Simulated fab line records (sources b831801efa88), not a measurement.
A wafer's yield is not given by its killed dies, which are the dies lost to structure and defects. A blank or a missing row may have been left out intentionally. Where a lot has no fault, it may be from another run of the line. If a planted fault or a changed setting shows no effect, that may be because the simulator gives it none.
fab line records	flow sky130
record lots=11	wafers=33	last_day=50
route steps=708 shown FIELD_ISO@15 SONOS_TUNNEL@160 LI_CONTACT@363 PAD_OPEN@708
lots that met no fault: taken from a fault-free run of the same line
start_h: the number of hours between the record's first day and the start of the first shown wafer of the lot	wait_h: how many hours have passed since the lot's step before this one	" repeats the value in the row above	L1.1+2: a single row standing in for several wafers	- no value, or no start given	* or withheld: withheld	< > ~ a bound
route shown NAME@n: a module of which the file shows steps, and the number in the route of the first	usual: mean/standard deviation taken from wafers without a fault	same: alike in all rows	chamber/n: place in a boat	sites: each site's reading	_std_site: standard deviation of those values	_edge_site: outer sites' mean less inner sites'	radius_mm: how far each site lies from the wafer's centre	mask NAME#n: copy n	behind: the last tool/chamber to shape the wafer	hold: the reason the lot was held/the length of the hold in hours/how it ended	device: transistor that didn't switch, given as n, p or np	end of line: tests of these same wafers at the route's end	a step with no rows: only its recipe	killed: the dies lost at the first sort to structure and to defects; this is not the yield of the wafer	map: per-die view of a wafer (x killed, . not killed, _ where there is no die)
set.NAME: the setting the step ran with; set.NAME@STEP: the setting that earlier step ran with	model.NAME: the simulator's own value behind a step, which no gauge read
one table for each step of the route and one row for each wafer, over a sample of lots
services: a tool's chamber out of use, with start hour (start_h, from the record's first day; less than 0 if before it), hours out, and reason
## steps
# step SKY_FIELD_ISO_ETCH_14
# recipe chemistry=N2/H2	target=BARC	ion_energy_ev=200	source_w=500	bias_w=100	pressure_mtorr=30	n2_flow_sccm=100	h2_flow_sccm=200	stop_on=SiO2	time_s=45.9	target_depth_a=600
# usual drypump_motor_current_A=5.7/0.44	oes_product_au=0.850/0.0046	throttle_valve_pct=13.223/0.0091
# same time_s=45.9
lot.wafer	tool	chamber	start_h	wait_h	drypump_motor_current_A	oes_product_au	rf_hours_counter_h	throttle_valve_pct
L459.1	rie_diel-04	1	33.74	0.1	4.9	0.848	108	13.214
L459.3	"	3	"	"	5.6	0.845	181	13.228
L459.5	"	3	"	"	5.6	0.855	-	13.205
L463.2	rie_diel-04	1	54.39	0.1	5.0	0.840	108	13.213
L463.4	"	1	"	"	5.0	0.847	-	13.225
L463.5	"	0	"	"	5.2	0.852	-	13.230
L464.2	rie_diel-01	2	61.28	0.1	6.0	0.848	149	13.229
L464.3	"	0	"	"	5.6	0.843	143	13.234
L464.4	"	1	"	"	6.0	0.847	31	13.204
L470.1	rie_diel-04	3	92.57	0.1	5.6	0.847	1	13.223
L470.2	"	2	"	"	6.3	0.843	1	13.246
L470.6	"	1	"	"	5.0	0.835	-	13.216
L471.2	rie_diel-01	2	98.09	0.1	6.0	0.853	150	13.239
L471.3	"	0	"	"	5.5	0.852	144	13.226
L471.5	"	2	"	"	6.0	0.845	-	13.218
L472.2	rie_diel-04	3	103.44	0.1	5.6	0.850	1	13.215
L472.4	"	0	"	"	5.2	0.856	25	13.215
L472.6	"	1	"	"	5.0	0.853	-	13.216
L473.2	rie_diel-02	0	110.04	0.1	5.7	0.857	126	13.223
L473.5	"	0	"	"	5.7	0.840	-	13.235
L473.6	"	1	"	"	5.5	0.854	-	13.236
L474.1	rie_diel-02	2	114.17	0.1	5.8	0.841	72	13.237
L474.3	"	0	"	"	5.7	0.848	126	13.215
L474.5	"	1	"	"	5.5	0.857	-	13.234
L475.1	rie_diel-02	1	119.49	0.1	5.5	0.850	136	13.221
L475.3	"	0	"	"	5.7	0.852	126	13.228
L475.4	"	3	"	"	5.0	0.854	30	13.238
L477.3	rie_diel-02	1	131.49	0.1	5.5	0.852	136	13.226
L477.4	"	0	"	"	5.7	0.855	127	13.223
L477.5	"	3	"	"	5.0	0.847	-	13.214
L480.1	rie_diel-04	3	142.53	0.1	5.6	0.842	2	13.227
L480.2	"	0	"	"	5.2	0.852	26	13.218
L480.3	"	1	"	"	5.0	0.862	110	13.229
# step SKY_FIELD_ISO_CMP_27
# recipe stop_on=Si3N4	t_overpolish_s=16	down_force_psi=4	platen_rpm=60	target_thk_nm=457.8	pad_velocity_m_s=0.94248
# usual motor_current_A=11.5/1.1	overpolish_run_s=15.998/0.009	slurry_flow_ml_min=150.0/0.45	time_to_endpoint_s=111/4.1
lot.wafer	tool	chamber	start_h	wait_h	motor_current_A	overpolish_run_s	slurry_flow_ml_min	time_to_endpoint_s
L459.1	cmp-02	2	38.52	0.1	9.7	16.001	150.1	114
L459.3	"	3	"	"	11.5	16.001	149.6	119
L459.5	"	1	"	"	11.9	16.008	149.0	114
L463.2	cmp-01	2	65.02	0.1	13.0	16.003	150.2	110
L463.4	"	3	"	"	11.1	16.001	149.5	112
L463.5	"	0	"	"	11.2	15.993	150.8	112
L464.3	cmp-02	3	75.01	0.1	10.6	16.012	149.7	111
L464.4	"	0	"	"	11.0	15.995	149.8	108
L464.2	"	1	"	"	12.5	16.002	149.7	108
L470.2	cmp-01	2	107.91	0.1	14.0	16.004	150.8	114
L470.1	"	3	"	"	11.7	16.008	149.7	110
L470.6	"	0	"	"	10.9	16.003	150.9	109
L471.3	cmp-02	1	107.91	0.1	12.0	15.986	149.7	103
L471.2	"	2	"	"	10.1	16.008	151.2	110
L471.5	"	0	"	"	11.0	15.997	150.0	109
L472.4	cmp-02	1	117.17	0.1	12.1	16.012	150.8	105
L472.2	"	2	"	"	9.7	16.009	150.3	109
L472.6	"	1	"	"	12.4	15.985	151.0	104
L474.1	cmp-01	1	118.62	0.0	13.0	15.985	149.4	115
L474.3	"	3	"	"	11.2	16.001	149.4	113
L474.5	"	2	"	"	12.8	15.996	149.8	105
L473.2	cmp-02	2	118.72	0.1	9.6	15.987	149.4	112
L473.5	"	0	"	"	11.1	15.988	149.7	110
L473.6	"	1	"	"	12.1	16.016	150.0	109
L475.1	cmp-01	0	124.38	0.0	11.1	16.011	150.2	109
L475.4	"	1	"	"	13.1	16.004	150.4	116
L475.3	"	2	"	"	12.8	15.972	149.7	113
L477.4	cmp-01	0	136.04	0.1	11.1	16.013	149.9	106
L477.3	"	1	"	"	12.7	16.008	150.0	116
L477.5	"	2	"	"	12.7	15.999	150.5	109
L480.2	cmp-02	3	147.08	0.0	10.9	15.993	149.4	112
L480.1	"	1	"	"	11.9	15.989	149.9	106
L480.3	"	2	"	"	10.0	15.993	150.5	108
# step SKY_SONOS_TUNNEL_DEVELOP_06
# recipe resist=NOVOLAK	developer=TMAH	develop_time_s=60	dev_temp_c=23
lot.wafer	tool	chamber	start_h	wait_h
L459.1+3+5	litho_track-01	0	247.83	0.1
L463.2+4+5	litho_track-01	0	297.80	0.1
L464.2+3+4	litho_track-01	0	306.05	0.1
L470.1+2+6	litho_track-04	0	364.15	0.1
L471.2+3+5	litho_track-04	0	366.07	0.1
L472.2+4+6	litho_track-03	0	373.19	0.1
L474.1+3+5	litho_track-01	0	377.23	0.1
L473.2+5+6	litho_track-01	0	378.45	0.1
L475.1+3+4	litho_track-01	0	383.18	0.1
L477.3+4+5	litho_track-01	0	401.77	0.1
L480.1+2+3	litho_track-04	0	422.45	0.1
# step SKY_SONOS_TUNNEL_CD_MEAS_07
# recipe target_cd_nm=410
# usual cd_nm=411.3/2.2
lot.wafer	tool	chamber	start_h	wait_h	cd_nm
L459.1	cd_sem-01	-	247.98	0.1	413.7
L459.3	"	-	"	"	411.8
L459.5	"	-	"	"	412.9
L463.2	cd_sem-02	-	297.95	0.1	-
L463.4	"	-	"	"	-
L463.5	"	-	"	"	-
L464.2	cd_sem-01	-	306.20	0.1	-
L464.3	"	-	"	"	-
L464.4	"	-	"	"	-
L470.1	cd_sem-01	-	364.30	0.1	408.7
L470.2	"	-	"	"	406.6
L470.6	"	-	"	"	406.9
L471.2	cd_sem-01	-	366.22	0.1	411.8
L471.3	"	-	"	"	410.6
L471.5	"	-	"	"	410.6
L472.2	cd_sem-02	-	373.33	0.1	406.8
L472.4	"	-	"	"	406.9
L472.6	"	-	"	"	408.3
L474.1	cd_sem-01	-	377.38	0.1	408.6
L474.3	"	-	"	"	407.9
L474.5	"	-	"	"	406.2
L473.2	cd_sem-02	-	378.60	0.1	413.6
L473.5	"	-	"	"	414.8
L473.6	"	-	"	"	413.4
L475.1	cd_sem-01	-	383.33	0.1	414.1
L475.3	"	-	"	"	412.0
L475.4	"	-	"	"	413.9
L477.3	cd_sem-01	-	401.91	0.1	414.0
L477.4	"	-	"	"	412.8
L477.5	"	-	"	"	411.8
L480.1	cd_sem-02	-	422.60	0.1	413.4
L480.2	"	-	"	"	414.2
L480.3	"	-	"	"	411.5
# step SKY_SONOS_TUNNEL_OVL_MEAS_08
# usual SONOS_TUNNEL_OVL=0.7/1.4
lot.wafer	tool	chamber	start_h	wait_h	SONOS_TUNNEL_OVL[nm]
L459.1	overlay-01	-	248.10	0.1	1.4
L459.3	"	-	"	"	1.7
L459.5	"	-	"	"	0.8
L463.2	overlay-01	-	298.05	0.1	-
L463.4	"	-	"	"	-
L463.5	"	-	"	"	-
L464.2	overlay-02	-	306.30	0.1	-
L464.3	"	-	"	"	-
L464.4	"	-	"	"	-
L470.1	overlay-02	-	364.42	0.1	2.5
L470.2	"	-	"	"	3.5
L470.6	"	-	"	"	0.6
L471.2	overlay-01	-	366.32	0.1	-2.1
L471.3	"	-	"	"	-1.6
L471.5	"	-	"	"	-0.5
L472.2	overlay-02	-	373.44	0.1	-0.3
L472.4	"	-	"	"	0.5
L472.6	"	-	"	"	1.3
L474.1	overlay-01	-	377.50	0.1	1.9
L474.3	"	-	"	"	-0.5
L474.5	"	-	"	"	1.4
L473.2	overlay-02	-	378.70	0.1	2.7
L473.5	"	-	"	"	2.0
L473.6	"	-	"	"	2.9
L475.1	overlay-02	-	383.45	0.1	0.9
L475.3	"	-	"	"	2.9
L475.4	"	-	"	"	1.8
L477.3	overlay-02	-	402.01	0.1	0.0
L477.4	"	-	"	"	-0.5
L477.5	"	-	"	"	0.2
L480.1	overlay-01	-	422.72	0.1	1.3
L480.2	"	-	"	"	2.5
L480.3	"	-	"	"	1.3
# step SKY_SONOS_TUNNEL_TW_MEAS_12
# usual SONOS_TUNNEL_TW=198/4
lot.wafer	tool	chamber	start_h	wait_h	SONOS_TUNNEL_TW
L459.1	film_metro-01	-	248.65	0.0	195
L459.3	"	-	"	"	196
L459.5	"	-	"	"	197
L463.2	film_metro-02	-	298.68	0.0	31
L463.4	"	-	"	"	31
L463.5	"	-	"	"	31
L464.2	film_metro-02	-	306.75	0.0	31
L464.3	"	-	"	"	31
L464.4	"	-	"	"	31
L470.1	film_metro-01	-	364.88	0.0	197
L470.2	"	-	"	"	196
L470.6	"	-	"	"	196
L471.2	film_metro-02	-	366.78	0.0	204
L471.3	"	-	"	"	202
L471.5	"	-	"	"	204
L472.2	film_metro-02	-	373.98	0.0	203
L472.4	"	-	"	"	203
L472.6	"	-	"	"	203
L474.1	film_metro-01	-	377.97	0.0	195
L474.3	"	-	"	"	195
L474.5	"	-	"	"	196
L473.2	film_metro-02	-	379.17	0.0	203
L473.5	"	-	"	"	203
L473.6	"	-	"	"	202
L475.1	film_metro-01	-	383.90	0.0	195
L475.3	"	-	"	"	194
L475.4	"	-	"	"	195
L477.3	film_metro-01	-	402.46	0.0	194
L477.4	"	-	"	"	196
L477.5	"	-	"	"	196
L480.1	film_metro-04	-	423.27	0.0	193
L480.2	"	-	"	"	194
L480.3	"	-	"	"	192
# step SKY_LI_CONTACT_THK_MEAS_01
# recipe reads=PSG_of_LI_CONTACT_HDPCVD_00
# usual LI_CONTACT_HDPCVD_THK=932/9.8
lot.wafer	tool	chamber	start_h	wait_h	LI_CONTACT_HDPCVD_THK[nm]
L459.1	film_metro-03	-	639.29	0.1	951
L459.3	"	-	"	"	939
L459.5	"	-	"	"	961
L471.2	film_metro-01	-	762.30	0.1	941
L471.3	"	-	"	"	937
L471.5	"	-	"	"	939
L470.1	film_metro-01	-	763.49	0.1	933
L470.2	"	-	"	"	912
L470.6	"	-	"	"	932
L472.2	film_metro-01	-	769.94	0.1	928
L472.4	"	-	"	"	918
L472.6	"	-	"	"	918
L474.1	film_metro-01	-	775.34	0.1	929
L474.3	"	-	"	"	914
L474.5	"	-	"	"	931
L473.2	film_metro-02	-	776.75	0.1	941
L473.5	"	-	"	"	939
L473.6	"	-	"	"	941
L475.1	film_metro-03	-	779.24	0.1	923
L475.3	"	-	"	"	936
L475.4	"	-	"	"	917
L477.3	film_metro-01	-	797.30	0.1	941
L477.4	"	-	"	"	945
L477.5	"	-	"	"	925
L480.1	film_metro-01	-	812.29	0.1	928
L480.2	"	-	"	"	944
L480.3	"	-	"	"	931
# step SKY_PAD_OPEN_PROBE_99
# usual killed_at_M0_to_M3=44/7.3	killed_at_M4_up=3.1/1.9	killed_at_contacts=24/5.3	killed_at_front_end=15/4	killed_at_other=0.4/0.6	killed_dies=86/9.2	killed_on_rim=17/3.5	killed_open=47/6.9	killed_short=39/6.9
# same gross_dies=492	killed_at_back_side=0
lot.wafer	tool	chamber	start_h	wait_h	killed_at_M0_to_M3	killed_at_M4_up	killed_at_contacts	killed_at_front_end	killed_at_other	killed_dies	killed_on_rim	killed_open	killed_short
L463.2	prober-01	-	1110.66	0.1	43	0	27	421	1	492	96	46	36
L463.4	prober-01	-	1110.76	0.2	46	3	26	417	0	492	96	56	41
L463.5	prober-01	-	1110.81	0.2	50	0	28	412	2	492	96	53	43
L464.2	prober-02	-	1115.81	0.1	39	6	27	419	1	492	96	50	34
L464.3	prober-02	-	1115.86	0.2	47	3	18	424	0	492	96	40	39
L464.4	prober-02	-	1115.91	0.2	47	6	25	414	0	492	96	51	46
# killed by level:class
L463.2 SONOS_TUNNEL:area_develop=409 VIA1:geometric_particle:open=9 CONTACT:geometric_particle:open=9 VIA2:geometric_particle:open=8 LI_CONTACT:geometric_particle:open=7 VIA1:geometric_particle:short=6 POLY_GATE:geometric_particle:short=4 LOCAL_INTERCONNECT:geometric_particle:short=4
L463.4 SONOS_TUNNEL:area_develop=395 VIA1:geometric_particle:open=16 CONTACT:geometric_particle:open=12 FIELD_ISO:geometric_particle:open=8 CONTACT:geometric_particle:short=6 VIA2:geometric_particle:short=6 POLY_GATE:geometric_particle:open=4 POLY_GATE:geometric_particle:short=4
L463.5 SONOS_TUNNEL:area_develop=395 VIA1:geometric_particle:open=17 LI_CONTACT:geometric_particle:open=12 POLY_GATE:geometric_particle:open=7 CONTACT:geometric_particle:open=6 VIA1:geometric_particle:short=6 METAL3:geometric_particle:short=5 METAL1:geometric_particle:short=5
L464.2 SONOS_TUNNEL:area_develop=408 CONTACT:geometric_particle:open=13 VIA1:geometric_particle:open=8 VIA3:geometric_particle:open=7 VIA2:geometric_particle:open=7 VIA2:geometric_particle:short=5 METAL2:geometric_particle:short=5 LI_CONTACT:geometric_particle:open=4
L464.3 SONOS_TUNNEL:area_develop=413 VIA1:geometric_particle:open=9 CONTACT:geometric_particle:open=8 METAL2:geometric_particle:short=8 METAL1:geometric_particle:short=6 VIA3:geometric_particle:open=5 LI_CONTACT:geometric_particle:open=4 VIA2:geometric_particle:short=4
L464.4 SONOS_TUNNEL:area_develop=395 CONTACT:geometric_particle:open=15 METAL2:geometric_particle:short=9 VIA2:geometric_particle:open=9 VIA1:geometric_particle:open=6 METAL1:geometric_particle:short=6 FIELD_ISO:geometric_particle:short=5 VIA1:geometric_particle:short=5
## services
tool	chamber	start_h	hours	kind
rie_diel-02	-	28.17	9.7	repair
cmp-02	-	64.00	4.0	pm
cmp-01	-	85.01	0.2	repair
cmp-01	-	99.00	3.2	repair
rie_diel-04	2	110.18	7.5	repair
cmp-02	-	150.16	11.4	pm
cmp-01	-	163.02	4.6	pm
rie_diel-04	0	184.91	6.0	repair
cmp-02	-	190.06	0.8	repair
rie_diel-04	3	192.78	2.9	repair
cmp-02	-	223.93	2.4	repair
cmp-01	-	232.00	4.0	pm
rie_diel-04	3	246.44	4.4	repair
cmp-01	-	259.24	5.6	repair
cmp-02	-	291.79	0.2	repair
cmp-02	-	293.80	3.0	repair
cmp-02	-	326.30	1.0	repair
rie_diel-04	-	327.84	2.8	pm
cmp-01	-	363.46	0.8	repair
cmp-02	-	373.80	4.5	pm
cmp-02	-	380.33	0.9	repair
cmp-01	-	385.91	2.1	repair
cmp-02	-	404.00	4.0	pm
rie_diel-04	1	420.96	6.2	repair
## key
first_sign step=SKY_SONOS_TUNNEL_CD_MEAS_07	reading=cd_nm	direction=missing
effect step=SKY_SONOS_TUNNEL_OVL_MEAS_08	reading=SONOS_TUNNEL_OVL	direction=missing
effect step=SKY_SONOS_TUNNEL_TW_MEAS_12	reading=SONOS_TUNNEL_TW	direction=down	sigmas=42	usual=198	struck=31
effect step=SKY_PAD_OPEN_PROBE_99	reading=killed_at_front_end	direction=up	sigmas=99+	usual=15	struck=418
more_kills_born_at SKY_SONOS_TUNNEL_DEVELOP_06@litho_track-01=2415
met_at SKY_SONOS_TUNNEL_DEVELOP_06
struck_lots L463,L464
later_rows_left_out L463.2,L463.4,L463.5,L464.2,L464.3,L464.4
tester_left_out L463,L464
not_acting_at SKY_FIELD_ISO_ETCH_14,SKY_FIELD_ISO_CMP_27,SKY_LI_CONTACT_THK_MEAS_01
onset_between 247.83 297.80
fault kind=process_parameter_drift	tool=litho_track-01	chamber=-	onset_h=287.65	steps=SKY_SONOS_TUNNEL_DEVELOP_06	channel=develop_time_s	offset=*	shape=step	end_h=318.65	acts_in=*	stated=*
# tester_left_out: of these lots the tester's yield and bins aren't shown, on N5 and GAA mostly nor the transistor test; their killed dies are dies lost to structure and defects alone, not to doping, threshold or leakage, so they don't give the yield
# later_rows_left_out: the simulator's readings of these wafers behind a module that went badly wrong aren't trusted and aren't shown, but for the sort
